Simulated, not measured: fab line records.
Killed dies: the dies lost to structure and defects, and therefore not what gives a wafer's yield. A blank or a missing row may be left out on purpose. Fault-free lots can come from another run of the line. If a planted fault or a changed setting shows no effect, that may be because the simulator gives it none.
Commonality check across tools | flow sky130 | 33 wafers sampled across 11 lots

## REASON IT WAS OPENED
At SKY_FIELD_ISO_THK_MEAS_23 the reading FIELD_ISO_OXIDATION_01_THK is flagged on 2 of 11 lots. Wafers without a fault read 9.97 nm, standard deviation 0.21.
Rule: a lot is flagged in two cases, either no wafer of it has a number, or all its wafers with numbers fall more than 4 standard deviations from that mean. The other lots count as sound.

lot  | measured    | on            | FIELD_ISO_OXIDATION_01_THK (nm), wafer by wafer | flag
L964 | day 2 07:31 | film metro-03 | 10.17 10.03 9.94                                |
L965 | day 2 12:25 | film metro-04 | 10.03 10.04 9.96                                |
L966 | day 2 20:52 | film metro-03 | 9.66 9.57 9.74                                  |
L967 | day 3 03:35 | film metro-04 | 9.86 9.99 9.70                                  |
L971 | day 4 01:01 | film metro-03 | 10.00 9.99 9.94                                 |
L972 | day 4 01:01 | film metro-04 | 10.21 10.18 10.20                               |
L973 | day 4 09:36 | film metro-02 | 10.08 9.78 9.80                                 |
L976 | day 4 22:19 | film metro-02 | 10.03 10.15 10.08                               |
L977 | day 5 03:16 | film metro-02 | 16.56 16.50 16.55                               | FLAGGED
L978 | day 5 09:31 | film metro-04 | 16.97 16.94 16.80                               | FLAGGED
L986 | day 7 07:52 | film metro-04 | 10.40 10.37 10.35                               |
Average over the flagged lots: 16.72 nm; offset from the usual +6.75 nm, equal to +32 standard deviations.

## EACH LOT AND THE TOOL IT RAN ON
The record keeps 1 process step preceding the reading, out of 708 steps on the route. Read each cell as the tool, then ch plus the chambers that the sampled wafers visited, then the start.
lot  | flag    | SKY_FIELD_ISO_OXIDATION_22
L964 |         | furnace-01 ch 0, day 2 06:20
L965 |         | furnace-02 ch 0, day 2 11:14
L966 |         | furnace-02 ch 0, day 2 19:41
L967 |         | furnace-01 ch 0, day 3 02:24
L971 |         | furnace-02 ch 0, day 3 23:50
L972 |         | furnace-02 ch 0, day 3 23:50
L973 |         | furnace-01 ch 0, day 4 08:25
L976 |         | furnace-02 ch 0, day 4 21:07
L977 | FLAGGED | furnace-01 ch 0, day 5 02:05
L978 | FLAGGED | furnace-01 ch 0, day 5 08:21
L986 |         | furnace-02 ch 0, day 7 06:41
These steps, and what they do:
- SKY_FIELD_ISO_OXIDATION_22: stabilise 600 s, purge 300 s, target thk 10 nm.
- SKY_FIELD_ISO_THK_MEAS_23

## FLAGGED AGAINST TOTAL, ONE TOOL AT A TIME (gauges that did the reading follow at the end)
step                       | tool          | lots run | flagged | share of the flagged lots | sound lots run after its first flagged lot
SKY_FIELD_ISO_OXIDATION_22 | furnace-01    | 5        | 2       | all                       | 0
SKY_FIELD_ISO_OXIDATION_22 | furnace-02    | 6        | 0       | none                      | -
SKY_FIELD_ISO_THK_MEAS_23  | film metro-02 | 3        | 1       | some                      | 0
SKY_FIELD_ISO_THK_MEAS_23  | film metro-03 | 3        | 0       | none                      | -
SKY_FIELD_ISO_THK_MEAS_23  | film metro-04 | 5        | 1       | some                      | 1 (L986)

## WHAT THE TABLE ALLOWS
All flagged lots share 1 row of the table, namely furnace-01 at SKY_FIELD_ISO_OXIDATION_22.
- furnace-01 at SKY_FIELD_ISO_OXIDATION_22 ran 5 lots, 2 of them flagged. Last sound lot L973 at day 4 08:25, first flagged lot L977 at day 5 02:05; a fault beginning in between fits. Its own readings lie more than 4 standard deviations out on every wafer of the flagged lots: spike tc bottom C, spike tc centre C, spike tc lower C, spike tc top C, spike tc upper C, tube center temp C, tube_center_temp_C_max, zone power centre pct, zone power top pct.
What remains is a single tool, furnace-01 at SKY_FIELD_ISO_OXIDATION_22.

## WHAT THE SIMULATOR PUT IN
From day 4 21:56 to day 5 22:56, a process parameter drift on furnace-01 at SKY_FIELD_ISO_OXIDATION_22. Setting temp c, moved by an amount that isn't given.
Lots struck among those shown: L977, L978. This agrees with what the rule above found.
